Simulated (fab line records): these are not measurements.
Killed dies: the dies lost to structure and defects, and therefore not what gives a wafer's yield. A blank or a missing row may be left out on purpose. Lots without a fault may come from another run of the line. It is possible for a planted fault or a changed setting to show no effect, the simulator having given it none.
One fault through the eyes of 2 desks ; flow sfq_line ; numbers are kept per desk, each desk with only its own; the story behind them comes last

== THE TOOL OWNER'S DESK: rie_metal-01 ==
The tool's own readings at SFQ_TRILAYER_M0_ETCH_METAL_ETCH_024 (etches Nb in Cl2/Ar, stops on SiO2, target depth 240 nm, time 120 s): means of the sampled wafers that have a number, for each lot that ran on this tool. The brackets show how far a lot's mean lies from the usual mean; more than 4 standard deviations puts the lot out of limits, marked OUT.
Columns: A = drypump_motor_current_A at SFQ_TRILAYER_M0_ETCH_METAL_ETCH_024, usual 5.6 A; B = oes_product_au at SFQ_TRILAYER_M0_ETCH_METAL_ETCH_024, usual 0.892 a.u.; C = run_length_s at SFQ_TRILAYER_M0_ETCH_METAL_ETCH_024, usual 147.9 s
lot;first seen here;A;B;C
L650;day 9 23:51;5.4;0.889;148.0
L654;day 11 04:29;5.5;0.932 (+5.8) OUT;139.5 (-22) OUT
L657;day 12 08:50;5.5;0.954 (+9.0) OUT;134.7 (-35) OUT
L658;day 12 11:11;5.7;0.954 (+9.0) OUT;134.6 (-35) OUT
This desk's finding: out of limits on L654, L657, L658; first on L654, day 11 04:29 (oes_product_au at SFQ_TRILAYER_M0_ETCH_METAL_ETCH_024). L650: within limits.

== THE METROLOGY DESK ==
What the gauges read for every lot (on any tool): the sampled wafers with a number, averaged. The brackets show how far a lot's mean lies from the usual mean; more than 4 standard deviations puts the lot out of limits, marked OUT.
Columns: A = M0_NB_RS at SFQ_M0_RS_MEAS_904, usual 0.894 ohm/sq; B = M0_OVL at SFQ_M0_OVL_MEAS_906, usual 1 nm; C = I0_BOW at SFQ_I0_BOW_MEAS_907, usual 1 um; D = I0_OVL at SFQ_I0_OVL_MEAS_908, usual -4 nm; E = M1_NB_RS at SFQ_M1_RS_MEAS_909, usual 0.888 ohm/sq; F = M1_OVL at SFQ_M1_OVL_MEAS_911, usual -1 nm; G = M8_BOW at SFQ_M8_BOW_MEAS_951, usual 6 um
lot;first seen here;A;B;C;D;E;F;G
L649;day 9 14:57;0.900;5;13;-11;0.870;2;5
L650;day 9 20:58;0.896;5;-1;-3;0.895;2;8
L654;day 11 01:47;0.885;-1;1;-5;0.891;-6;9
L657;day 12 02:23;0.891;6;3;-2;0.889;-3;18
L658;day 12 05:21;0.869;-1;7;-6;0.897;-13;9
L662;day 13 03:46;0.894;-1;2;-4;0.897;-11;-0
L663;day 13 05:30;0.889;2;4;2;0.892;2;4
Result from this desk: across the 7 lots, nothing is out of limits.

== TAKEN TOGETHER ==
At day 11 04:29, on L654, L657, L658, the tool owner's desk was in a position to raise an alarm.
Nothing out of limits was seen by the metrology desk.
The metrology desk has L654, L657, L658 on record, within its limits.
On rie_metal-01, each named lot ran SFQ_TRILAYER_M0_ETCH_METAL_ETCH_024.

== WHAT WAS PUT IN BY THE SIMULATOR ==
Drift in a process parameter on rie_metal-01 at SFQ_TRILAYER_M0_ETCH_METAL_ETCH_024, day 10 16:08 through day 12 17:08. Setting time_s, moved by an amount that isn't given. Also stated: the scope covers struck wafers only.
Struck lots among those shown: L654, L657, L658.
Delay in hours, fault start to first out-of-limits reading, by desk: the tool owner's desk at 12.
